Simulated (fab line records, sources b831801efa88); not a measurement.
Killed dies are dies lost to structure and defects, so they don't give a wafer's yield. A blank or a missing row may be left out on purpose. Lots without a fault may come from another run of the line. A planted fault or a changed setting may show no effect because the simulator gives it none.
Problem report in the 8D (eight disciplines) form, filled by code | flow gf180mcu | the parts of the form that need people (team, actions taken, sign-off) are left out

1. THE PROBLEM
CONTACT_W_RS at GF_CONTACT_RS_MEAS_25 reads a mean of 1.102 ohm/sq on 3 wafers of 3 lots; wafers without a fault read 0.380 ohm/sq with a standard deviation of 0.0055. That is +99 or more standard deviations from the usual mean.
The step: measures by four-point-probe.
First seen on wafer L598.3, day 19 08:01, on film_metro-01. The record holds 34 wafers of 12 lots with a number at this step. Rule for "out", or "out of limits": more than 4 standard deviations from the usual mean. The other wafers with a number count as sound.

2. WHAT IT IS AND WHAT IT IS NOT
question                    | is                                          | is not
which readings at this step | CONTACT_W_RS                                | -
which lots                  | L598, L599, L601                            | L594, L595, L607, L608, L609, L610, L611, L613, L614
which wafers of those lots  | L598.3, L599.3, L601.2                      | L598.4, L599.1, L599.6, L601.4
read on which gauges        | film_metro-01, film_metro-03, film_metro-04 | -
when                        | from day 19 08:01                           | up to then (7 sound wafers); but 24 sound wafers of L599, L601, L607, L608, L609, L610, L611, L613, L614 came after

3. SUSPECTS, AND WHAT RULES EACH OUT
Counting: a tool at a process step up to the reading stays a suspect if it ran every lot that is out. Sound lots after the first of them don't rule it out here, since some wafers of a struck lot are sound.
- the gauge at GF_CONTACT_RS_MEAS_25: ruled out. The wafers that are out were read on 3 gauges (film_metro-01, film_metro-03, film_metro-04).
- cvd_w-02 at GF_CONTACT_CVD_24 (deposits W, target thk 300 nm, time 90.339 s): kept. It ran every lot that is out, first L598 (day 19 07:55); its last sound lot up to then is L595 (day 17 13:17).
Left after counting: cvd_w-02 at GF_CONTACT_CVD_24.

4. THE CAUSE (what the simulator had put in)
Process parameter drift: cvd_w-02, from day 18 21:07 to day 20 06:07, at GF_CONTACT_CVD_24. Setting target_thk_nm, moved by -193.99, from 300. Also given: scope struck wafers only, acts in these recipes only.
Counting left only this tool.

5. THE CHAIN OF EFFECTS, in route order
Each row: a reading whose mean over the struck wafers that have a number lies more than 3 standard deviations from the usual. Only readings for which the record gives a usual standard deviation are gone through. hours: the time from each lot's start at the first step in this table that gives one to its start at this step, as a median over the lots. sigmas: the change in usual standard deviations.
hours | step                   | reading            | usual        | on struck wafers | change | sigmas
0     | GF_CONTACT_RS_MEAS_25  | CONTACT_W_RS       | 0.380 ohm/sq | 1.102            | +0.722 | +99 or more
0     | GF_CONTACT_THK_MEAS_26 | CONTACT_W_THK      | 298 nm       | 105              | -193   | -39
0     | GF_CONTACT_CMP_27      | time_to_endpoint_s | 75 s         | 27               | -48    | -12
The process steps in it:
- GF_CONTACT_CMP_27: polishes, stops on SiO2, t overpolish 15 s, target thk 0 nm.
Later measuring or inspecting steps at which every struck wafer that the step has a row for has a number for every such reading, and none has moved that far: GF_V5_OVL_MEAS_15.

6. WHAT WOULD HAVE CAUGHT IT SOONER
In this record the first reading out of limits at a measuring or inspecting step was taken at day 19 08:01, 11 hours after the fault began at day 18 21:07.
Of the tool readings at GF_CONTACT_CVD_24 for which the record gives a usual standard deviation, none was out on any struck wafer, so an alarm limit of 4 standard deviations on them would not have fired.
Of the lots that are out (3), L599, L601 began GF_CONTACT_CVD_24 on cvd_w-02 after day 19 08:01. A hold on the tool at that time would have spared those 2.
